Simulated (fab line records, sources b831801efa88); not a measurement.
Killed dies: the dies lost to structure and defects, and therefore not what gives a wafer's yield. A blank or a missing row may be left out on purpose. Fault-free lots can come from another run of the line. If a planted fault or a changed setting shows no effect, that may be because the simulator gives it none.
Problem report in the 8D (eight disciplines) form, filled by code | flow sky130 | the parts of the form that need people (team, actions taken, sign-off) are left out

== 1. THE PROBLEM ==
Wafers without a fault read 20.97 C, standard deviation 0.099; developer_temp_C at SKY_FIELD_ISO_DEVELOP_12 reads a mean of 20.16 C on 9 wafers belonging to 3 lots. Relative to the usual mean, that is a shift of -8.1 standard deviations.
The step: develop time 60 s.
First observed at day 5 21:00: wafer L399.1, on litho_track-02. The record has a number at this step for 39 wafers belonging to 13 lots. The rule behind "out" and "out of limits": a value lying over 4 standard deviations away from the usual mean. The rest of the wafers with a number are treated as sound.

== 2. WHAT IT IS, WHAT IT ISN'T ==
question                    | is                     | is not
which readings at this step | developer_temp_C       | -
which lots                  | L399, L400, L404       | L382, L383, L385, L386, L389, L391, L392, L393, L394, L397
which wafers of those lots  | all that have a number | -
read on which tools         | litho_track-02         | litho_track-01, litho_track-04
when                        | from day 5 21:00       | up to then (30 sound wafers)

== 3. WHAT RULES OUT EACH SUSPECT ==
Counting: any tool at a process step up to the reading is kept as a suspect provided that every lot that is out went through it and no sound lot did after the first of them.
- litho_track-02 at SKY_FIELD_ISO_DEVELOP_12 (develop time 60 s): kept. All lots that are out passed through it, beginning with L399 at day 5 21:00, and no sound lot followed; its final sound lot before that point was L392 at day 4 08:00. On those wafers its own readings are out: developer_temp_C.
After counting, what remains is litho_track-02 at SKY_FIELD_ISO_DEVELOP_12.

== 4. THE CAUSE (what the simulator had put in) ==
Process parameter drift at SKY_FIELD_ISO_DEVELOP_12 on litho_track-02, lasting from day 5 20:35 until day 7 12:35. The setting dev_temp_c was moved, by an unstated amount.
This tool alone remained once counting was done.

== 5. SEQUENCE OF EFFECTS, ordered by route ==
Each row: a reading whose mean over the struck wafers that have a number lies more than 3 standard deviations from the usual. Scope: only readings with a usual standard deviation given in the record; hours: median across lots of the time from each lot's start at the first step in this table that gives one to its start at this step; sigmas: change in usual standard deviations.
hours | step                     | reading          | usual   | on struck wafers | change | sigmas
0     | SKY_FIELD_ISO_DEVELOP_12 | developer_temp_C | 20.97 C | 20.16            | -0.81  | -8.1
Here are the process steps it includes:
- SKY_FIELD_ISO_DEVELOP_12: develop time 60 s.
Later measuring or inspecting steps at which every struck wafer that the step has a row for has a number for every such reading, and none has moved that far: SKY_VT_ADJUST_HVTR_CD_MEAS_07.

== 6. WHAT WOULD HAVE CAUGHT IT SOONER ==
First out-of-limits reading in this record: day 5 21:00, which is 0 hours after fault onset at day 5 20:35.
